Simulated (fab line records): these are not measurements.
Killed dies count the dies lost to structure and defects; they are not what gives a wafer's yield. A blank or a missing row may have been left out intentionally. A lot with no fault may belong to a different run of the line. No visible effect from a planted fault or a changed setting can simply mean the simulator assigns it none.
Commonality check across tools -- flow gf180mcu -- Sample size 14 lots and 42 wafers

== WHAT PROMPTED THE OPENING ==
Of 14 lots, 2 have the reading VT_IMPLANT_3_TW flagged at GF_VT_IMPLANT_TW_MEAS_32. No-fault wafers: 268.9, standard deviation 1.7.
Rule: a lot is flagged in two cases, either no wafer of it has a number, or all its wafers with numbers fall more than 4 standard deviations from that mean. The rest of the lots are taken to be sound.

lot,measured,on,"VT_IMPLANT_3_TW, wafer by wafer",flag
L667,day 7 16:25,film-metro-02,267.4 266.6 264.2,
L668,day 7 22:52,film-metro-04,270.4 271.0 269.6,
L670,day 8 10:19,film-metro-01,266.6 268.3 267.3,
L672,day 8 22:55,film-metro-01,269.0 268.1 268.2,
L673,day 9 06:02,film-metro-04,270.6 270.6 269.1,
L675,day 9 22:02,film-metro-04,270.9 269.1 270.3,
L676,day 10 02:42,film-metro-02,266.0 265.2 267.5,
L677,day 10 09:53,film-metro-02,268.0 267.0 267.0,
L678,day 10 18:46,film-metro-04,269.5 268.8 269.4,
L680,day 11 11:27,film-metro-02,265.3 264.0 266.2,
L681,day 12 04:22,film-metro-01,193.3 193.6 192.5,FLAGGED
L684,day 12 16:20,film-metro-04,194.4 194.1 193.5,FLAGGED
L687,day 13 06:02,film-metro-04,270.3 269.7 270.3,
L686,day 13 07:44,film-metro-01,268.1 268.0 268.7,
The numbers of the flagged lots are 193.6 on average: -75.3 against the usual, or -44 standard deviations.

== TOOL THAT RAN EACH LOT ==
The record keeps 1 process step preceding the reading, out of 602 steps on the route. Cell contents, in order: the tool; ch with the chambers the sampled wafers went through; the start.
lot,flag,GF_VT_IMPLANT_IMPLANT_30
L667,,"implanter-02 ch 0, day 7 16:10"
L668,,"implanter-04 ch 0, day 7 22:37"
L670,,"implanter-02 ch 0, day 8 10:04"
L672,,"implanter-04 ch 0, day 8 22:40"
L673,,"implanter-01 ch 0, day 9 05:48"
L675,,"implanter-01 ch 0, day 9 21:47"
L676,,"implanter-02 ch 0, day 10 02:28"
L677,,"implanter-01 ch 0, day 10 09:38"
L678,,"implanter-04 ch 0, day 10 18:31"
L680,,"implanter-04 ch 0, day 11 11:05"
L681,FLAGGED,"implanter-01 ch 0, day 12 04:07"
L684,FLAGGED,"implanter-01 ch 0, day 12 16:07"
L687,,"implanter-04 ch 0, day 13 05:47"
L686,,"implanter-04 ch 0, day 13 07:30"
What these steps do:
- GF_VT_IMPLANT_IMPLANT_30
- GF_VT_IMPLANT_TW_MEAS_32

== FLAGGED AGAINST TOTAL, ONE TOOL AT A TIME (gauges that did the reading follow at the end) ==
step,tool,lots run,flagged,share of the flagged lots,sound lots run after its first flagged lot
GF_VT_IMPLANT_IMPLANT_30,implanter-01,5,2,all,0
GF_VT_IMPLANT_IMPLANT_30,implanter-02,3,0,none,-
GF_VT_IMPLANT_IMPLANT_30,implanter-04,6,0,none,-
GF_VT_IMPLANT_TW_MEAS_32,film-metro-01,4,1,some,1 (L686)
GF_VT_IMPLANT_TW_MEAS_32,film-metro-02,4,0,none,-
GF_VT_IMPLANT_TW_MEAS_32,film-metro-04,6,1,some,1 (L687)

== WHAT IS ALLOWED BY THE TABLE ==
1 row of the table ran every flagged lot: implanter-01 at GF_VT_IMPLANT_IMPLANT_30.
- implanter-01 at GF_VT_IMPLANT_IMPLANT_30 ran 5 lots, 2 of them flagged. It ran its last sound lot, L677, at day 10 09:38 and its first flagged lot, L681, at day 12 04:07: a fault with its onset between the two fits. Its own readings (dose-ions-cm2, faraday-current-uA) fall more than 4 standard deviations out on all wafers of the flagged lots.
What remains is a single tool, implanter-01 at GF_VT_IMPLANT_IMPLANT_30.

== WHAT THE SIMULATOR PUT IN ==
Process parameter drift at GF_VT_IMPLANT_IMPLANT_30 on implanter-01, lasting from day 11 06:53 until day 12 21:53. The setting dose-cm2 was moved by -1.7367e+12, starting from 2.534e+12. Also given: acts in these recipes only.
Lots struck among those shown: L681, L684. The rule given above showed the same thing.
